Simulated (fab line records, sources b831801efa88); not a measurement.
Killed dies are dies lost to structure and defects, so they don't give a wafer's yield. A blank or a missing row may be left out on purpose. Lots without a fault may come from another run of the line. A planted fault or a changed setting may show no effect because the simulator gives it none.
One fault seen from 2 desks | flow gf180mcu | each desk has only its own numbers; what lay behind them comes last

THE METROLOGY DESK
What the gauges read, lot by lot, whatever tool the lot ran on: means of the sampled wafers that have a number. A lot is out of limits, marked OUT, if its mean lies more than 4 standard deviations from the usual mean; the brackets give that distance.
Columns: A = cd_nm at GF_M5_CD_MEAS_07, usual 280.0 nm; B = M5_OVL at GF_M5_OVL_MEAS_08, usual 4 nm
lot  | first seen here | A     | B
L196 | day 27 11:00    | 280.9 | 3
L198 | day 28 01:41    | 278.3 | 5
L206 | day 30 16:48    | 279.5 | 6
L210 | day 31 23:51    | 280.6 | 2
L215 | day 32 23:21    | 280.9 | 1
This desk's finding: nothing out of limits on any of the 5 lots.

THE TOOL OWNER'S DESK: rie_diel-04
The tool's own readings at GF_M5_ETCH_09 (etches Si3N4 in CF4/O2, target depth 52 nm, time 11.6 s): means of the sampled wafers that have a number, for each lot that ran on this tool. A lot is out of limits, marked OUT, if its mean lies more than 4 standard deviations from the usual mean; the brackets give that distance.
Columns: A = drypump_motor_current_A at GF_M5_ETCH_09, usual 5.8 A; B = oes_product_au at GF_M5_ETCH_09, usual 1.002 a.u.; C = rf_fwd_power_W at GF_M5_ETCH_09, usual 785 W; D = throttle_valve_pct at GF_M5_ETCH_09, usual 5.969 %
lot  | first seen here | A   | B     | C              | D
L196 | day 27 11:08    | 6.0 | 1.004 | 789            | 5.970
L206 | day 30 16:56    | 5.9 | 1.037 | 827 (+9.2) OUT | 5.986
This desk's finding: out of limits on L206; first on L206, day 30 16:56 (rf_fwd_power_W at GF_M5_ETCH_09). In limits: L196.

PUT TOGETHER
The tool owner's desk could have raised an alarm at day 30 16:56, on L206.
The metrology desk saw nothing out of limits.
The metrology desk has L206 on record, within its limits.
Of the lots named, all ran GF_M5_ETCH_09 on rie_diel-04.

WHAT THE SIMULATOR HAD PUT IN
Process parameter drift: rie_diel-04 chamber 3, from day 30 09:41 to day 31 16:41, at GF_M5_ETCH_09. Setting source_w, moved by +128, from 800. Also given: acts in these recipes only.
Lots struck among those shown: L206.
Hours from the fault's start to each desk's first reading out of limits: the tool owner's desk, 7.
